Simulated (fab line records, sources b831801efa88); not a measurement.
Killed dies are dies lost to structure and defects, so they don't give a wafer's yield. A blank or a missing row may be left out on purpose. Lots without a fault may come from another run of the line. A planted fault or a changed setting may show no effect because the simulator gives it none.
fab line records | flow sky130
record lots=11 wafers=33 last_day=50
route steps=708 shown CAPM@538 METAL3@567 VIA3@585
lots that met no fault: from a run of the same line without faults
start_h: hours from the record's first day to the start of the lot's first wafer shown | wait_h: hours since the lot's step before | " the same as in the row above | L1.1+2: a row that stands for several wafers | - no value, or no start given | * or withheld: withheld | < > ~ a bound
route shown NAME@n: a module of which the file shows steps, and the number in the route of the first | usual: mean/standard deviation of fault-free wafers | same: alike in all rows | chamber/n: place in a boat | sites: the reading at each site | _std_site: their standard deviation | _edge_site: outer sites' mean less inner sites' | radius_mm: how far each site lies from the wafer's centre | mask NAME#n: copy n | behind: the tool/chamber that last shaped the wafer | hold: why the lot was held/for how many hours/how that ended | device: the transistor (n, p or np) that didn't switch | end of line: the same wafers' tests at the end of the route | a step without rows: its recipe alone | killed: dies lost to structure and defects at the first sort, not the wafer's yield | map: a wafer's dies, x killed, . not, _ none there
set.NAME: the setting as run; set.NAME@STEP: as run at that earlier step | model.NAME: the simulator's own value behind a step, which no gauge read
steps of the route over a sample of lots; a table a step, a row a wafer
services: from which hour (start_h, from the record's first day; less than 0 if before it) a tool's chamber was out of use, for how many hours, and why
## steps
# step SKY_CAPM_THK_MEAS_01
# recipe reads=SiO2_of_CAPM_CVD_00
# usual CAPM_CVD_00_THK=15.52/0.23
# columns lot.wafer tool chamber start_h wait_h CAPM_CVD_00_THK[nm]
L300.2 film_metro-03 - 857.87 - 15.19
L300.3 " - " " 15.40
L300.5 " - " " 15.47
L301.1 film_metro-02 - 866.65 - 15.17
L301.3 " - " " 15.35
L301.4 " - " " 15.44
L302.2 film_metro-02 - 867.93 - 15.54
L302.3 " - " " 15.29
L302.4 " - " " 15.54
L306.1 film_metro-03 - 898.97 - 15.36
L306.3 " - " " 15.66
L306.6 " - " " 15.72
L309.1 film_metro-03 - 913.88 - 15.62
L309.2 " - " " 15.47
L309.3 " - " " 15.52
L315.2 film_metro-03 - 967.09 - 15.45
L315.3 " - " " 15.65
L315.6 " - " " 15.57
L316.2 film_metro-01 - 976.88 - 15.46
L316.3 " - " " 15.56
L316.5 " - " " 15.77
L317.1 film_metro-01 - 981.60 - 15.54
L317.2 " - " " 15.81
L317.6 " - " " 15.98
L318.1 film_metro-01 - 981.84 - 15.56
L318.2 " - " " 15.45
L318.6 " - " " 15.62
L319.1 film_metro-02 - 986.85 - 15.31
L319.2 " - " " 15.24
L319.4 " - " " 15.38
L320.1 film_metro-01 - 1000.18 - 15.23
L320.2 " - " " 15.13
L320.5 " - " " 15.50
# step SKY_METAL3_ETCH_17
# recipe target=SiO2 stop_on=TiN chemistry=C4F8/O2/Ar source_w=1500 bias_w=1200 pressure_mtorr=40 c4f8_flow_sccm=withheld O2_flow_sccm=6 Ar_flow_sccm=300 time_s=3.9 target_depth_a=150
# usual oes_product_au=0.755/0.0068 rf_fwd_power_W=1470/7
# columns lot.wafer tool chamber start_h wait_h oes_product_au rf_fwd_power_W rf_hours_counter_h
L300.2 rie_diel-01 3 909.46 0.1 0.742 1465 13
L300.3 " 2 " " 0.748 1476 11
L300.5 " 3 " " 0.753 1467 -
L301.1 rie_diel-02 2 919.30 0.1 0.755 1469 9
L301.3 " 0 " " 0.755 1468 2
L301.4 " 1 " " 0.757 1473 6
L302.2 rie_diel-04 0 919.56 0.1 0.745 1478 3
L302.3 " 2 " " 0.750 1466 16
L302.4 " 1 " " 0.749 1463 5
L306.1 rie_diel-04 3 950.30 0.1 0.757 1459 13
L306.3 " 0 " " 0.758 1482 4
L306.6 " 2 " " 0.761 1468 -
L309.1 rie_diel-04 0 963.56 0.1 0.754 1478 4
L309.2 " 3 " " 0.757 1464 14
L309.3 " 1 " " 0.749 1462 6
L315.2 rie_diel-04 2 1014.70 0.1 0.760 1464 19
L315.3 " 3 " " 0.756 1469 15
L315.6 " 3 " " 0.754 1466 -
L316.2 rie_diel-02 3 1023.65 0.1 0.748 1470 9
L316.3 " 1 " " 0.758 1479 9
L316.5 " 2 " " 0.752 1477 -
L317.1 rie_diel-01 3 1029.65 0.1 0.756 1462 17
L317.2 " 0 " " 0.761 1478 32
L317.6 " 2 " " 0.763 1479 -
L318.1 rie_diel-02 0 1030.00 0.1 0.751 1462 5
L318.2 " 1 " " 0.751 1482 9
L318.6 " 2 " " 0.759 1473 -
L319.1 rie_diel-02 1 1032.65 0.1 0.752 1481 9
L319.2 " 2 " " 0.743 1471 12
L319.4 " 0 " " 0.755 1466 -
L320.1 rie_diel-04 1 1046.11 0.1 0.745 1467 8
L320.2 " 2 " " 0.744 1476 20
L320.5 " 2 " " 0.759 1472 -
# step SKY_VIA3_CD_MEAS_12
# recipe target_cd_nm=200
# usual cd_nm=200.1/1.5
# columns lot.wafer tool chamber start_h wait_h cd_nm
L300.2 cd_sem-02 - 935.78 - 199.7
L300.3 " - " " 199.0
L300.5 " - " " 199.0
L301.1 cd_sem-01 - 945.77 - 199.0
L301.3 " - " " 198.5
L301.4 " - " " 198.4
L302.2 cd_sem-01 - 946.08 - 199.2
L302.3 " - " " 200.3
L302.4 " - " " 200.1
L306.1 cd_sem-02 - 975.46 - 200.6
L306.3 " - " " 200.4
L306.6 " - " " 201.1
L309.1 cd_sem-02 - 988.83 - 199.9
L309.2 " - " " 200.5
L309.3 " - " " 199.0
L315.2 cd_sem-01 - 1038.75 - 201.0
L315.3 " - " " 201.1
L315.6 " - " " 200.2
L316.2 cd_sem-01 - 1047.80 - 202.2
L316.3 " - " " 201.9
L316.5 " - " " 200.4
L317.1 cd_sem-01 - 1052.87 - 199.1
L317.2 " - " " 199.1
L317.6 " - " " 199.8
L318.1 cd_sem-02 - 1053.27 - 200.7
L318.2 " - " " 199.4
L318.6 " - " " 201.0
L319.1 cd_sem-02 - 1055.17 - 201.7
L319.2 " - " " 202.1
L319.4 " - " " 202.2
L320.1 cd_sem-01 - 1068.87 - 203.5
L320.2 " - " " 201.8
L320.5 " - " " 199.9
# step SKY_VIA3_ETCH_15
# recipe target=SiO2 chemistry=C4F8/O2/Ar target_depth_nm=507 stop_on=TiN mask_material=KrF-thick source_w=1500 bias_w=1200 pressure_mtorr=40 c4f8_flow_sccm=withheld O2_flow_sccm=6 Ar_flow_sccm=300 time_s=78
# usual oes_product_au=0.946/0.0048 rf_fwd_power_W=1489/5.7
# columns lot.wafer tool chamber start_h wait_h oes_product_au rf_fwd_power_W rf_hours_counter_h
L300.2 rie_diel-01 0 935.96 0.0 0.949 1488 28
L300.3 " 3 " " 0.945 1482 14
L300.5 " 2 " " 0.943 1497 -
L301.1 rie_diel-04 0 945.97 0.0 0.945 1499 4
L301.3 " 3 " " 0.947 1491 13
L301.4 " 1 " " 0.942 1484 5
L302.2 rie_diel-01 1 946.26 0.0 0.944 1486 18
L302.3 " 3 " " 0.952 1487 14
L302.4 " 2 " " 0.952 1501 13
L306.1 rie_diel-03 2 975.66 0.0 0.944 1497 14
L306.3 " 3 " " 0.953 1497 26
L306.6 " 0 " " 0.955 1485 -
L309.1 rie_diel-01 0 989.03 0.0 0.946 1495 30
L309.2 " 3 " " 0.949 1480 15
L309.3 " 1 " " 0.945 1484 20
L315.2 rie_diel-01 1 1038.93 0.0 0.945 1730 22
L315.3 " 3 " " 0.948 1489 17
L315.6 " 0 " " 0.943 1492 -
L316.2 rie_diel-01 1 1047.98 0.0 0.944 1733 22
L316.3 " 2 " " 0.949 1488 16
L316.5 " 2 " " 0.948 1496 -
L317.1 rie_diel-01 0 1053.07 0.0 0.945 1490 32
L317.2 " 3 " " 0.945 1484 18
L317.6 " 2 " " 0.946 1503 -
L318.1 rie_diel-03 1 1053.46 0.0 0.959 1488 3
L318.2 " 0 " " 0.948 1495 4
L318.6 " 3 " " 0.948 1491 -
L319.1 rie_diel-03 0 1055.37 0.0 0.941 1485 4
L319.2 " 1 " " 0.942 1488 3
L319.4 " 3 " " 0.947 1489 29
L320.1 rie_diel-03 0 1069.07 0.0 0.947 1493 5
L320.2 " 2 " " 0.951 1494 17
L320.5 " 0 " " 0.953 1499 -
# step SKY_VIA3_STRIP_16
# recipe chemistry=O2/N2 power_w=1400 pressure_mtorr=1500 platen_temp_c=withheld o2_flow_sccm=3000 n2_flow_sccm=300 overash_fraction=0.5
# usual drypump_motor_current_A=5.4/0.36 oes_product_au=0.402/0.0043 strip_time_to_endpoint_s=4.131/0.019
# columns lot.wafer tool chamber start_h wait_h drypump_motor_current_A oes_product_au rf_hours_counter_h strip_time_to_endpoint_s
L300.2 plasma_asher-02 1 936.02 0.0 5.7 0.405 114 4.141
L300.3 " 1 " " 5.7 0.394 - 4.168
L300.5 " 1 " " 5.7 0.407 - 4.145
L301.1 plasma_asher-02 0 946.03 0.0 4.9 0.401 115 4.124
L301.3 " 1 " " 5.7 0.405 - 4.130
L301.4 " 0 " " 5.0 0.408 - 4.110
L302.2 plasma_asher-03 1 946.32 0.0 5.3 0.397 18 4.128
L302.3 " 0 " " 6.1 0.400 - 4.147
L302.4 " 1 " " 5.3 0.402 - 4.121
L306.1 plasma_asher-03 0 975.72 0.0 6.1 0.400 21 4.141
L306.3 " 0 " " 6.1 0.401 - 4.135
L306.6 " 0 " " 6.1 0.403 - 4.154
L309.1 plasma_asher-02 0 989.09 0.0 4.9 0.401 119 4.140
L309.2 " 1 " " 5.7 0.400 119 4.133
L309.3 " 1 " " 5.7 0.402 - 4.119
L315.2 plasma_asher-04 0 1038.99 0.0 5.1 0.402 87 4.081
L315.3 " 0 " " 5.1 0.400 - 4.158
L315.6 " 0 " " 5.1 0.402 - 4.154
L316.2 plasma_asher-04 1 1048.04 0.0 5.4 0.395 88 4.086
L316.3 " 1 " " 5.4 0.403 - 4.115
L316.5 " 0 " " 5.1 0.406 - 4.151
L317.1 plasma_asher-04 0 1053.13 0.0 5.1 0.398 89 4.125
L317.2 " 1 " " 5.4 0.397 89 4.095
L317.6 " 0 " " 5.1 0.398 - 4.116
L318.1 plasma_asher-04 0 1053.52 0.0 5.1 0.399 89 4.147
L318.2 " 1 " " 5.4 0.407 89 4.113
L318.6 " 1 " " 5.4 0.405 - 4.135
L319.1 plasma_asher-03 1 1055.43 0.0 5.3 0.400 25 4.108
L319.2 " 0 " " 6.1 0.394 25 4.123
L319.4 " 1 " " 5.3 0.400 - 4.094
L320.1 plasma_asher-03 0 1069.13 0.0 6.1 0.400 27 4.086
L320.2 " 1 " " 5.3 0.404 27 4.113
L320.5 " 1 " " 5.4 0.405 - 4.097
## services
# columns tool chamber start_h hours kind
plasma_asher-03 - 889.36 1.4 repair
rie_diel-01 - 893.20 0.5 repair
rie_diel-03 1 908.97 5.3 repair
plasma_asher-04 - 912.85 2.1 repair
plasma_asher-04 - 934.71 3.2 repair
plasma_asher-02 - 974.25 0.9 repair
rie_diel-02 - 974.44 0.8 repair
rie_diel-03 2 979.07 6.8 repair
plasma_asher-03 - 1006.89 6.4 repair
rie_diel-03 - 1008.41 0.1 repair
plasma_asher-03 - 1013.32 2.8 pm
plasma_asher-03 - 1017.33 1.6 repair
plasma_asher-03 - 1018.53 10.4 repair
rie_diel-03 3 1023.03 9.2 repair
rie_diel-02 - 1024.31 2.8 pm
rie_diel-01 2 1024.66 4.6 repair
rie_diel-02 3 1027.67 6.4 repair
rie_diel-01 0 1033.41 3.7 repair
rie_diel-01 1 1039.82 8.0 repair
rie_diel-04 0 1039.99 18.8 repair
plasma_asher-03 - 1040.47 14.6 pm
rie_diel-01 1 1050.91 5.4 repair
rie_diel-02 1 1066.55 4.2 repair
rie_diel-01 - 1068.72 0.2 repair
## key
first_sign step=SKY_VIA3_ETCH_15 reading=rf_fwd_power_W direction=up sigmas=43 usual=1489 struck=1731
effect step=SKY_VIA3_STRIP_16 reading=strip_time_to_endpoint_s direction=down sigmas=2.5 usual=* struck=*
met_at SKY_VIA3_ETCH_15
struck_lots L315,L316
struck_wafers L315.2,L316.2
not_acting_at SKY_CAPM_THK_MEAS_01,SKY_METAL3_ETCH_17,SKY_VIA3_CD_MEAS_12
onset_between 989.03 1038.93
fault kind=process_parameter_drift tool=rie_diel-01 chamber=1 onset_h=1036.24 steps=SKY_VIA3_ETCH_15 channel=source_w offset=240 shape=step end_h=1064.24 acts_in=these_recipes_only stated=1500
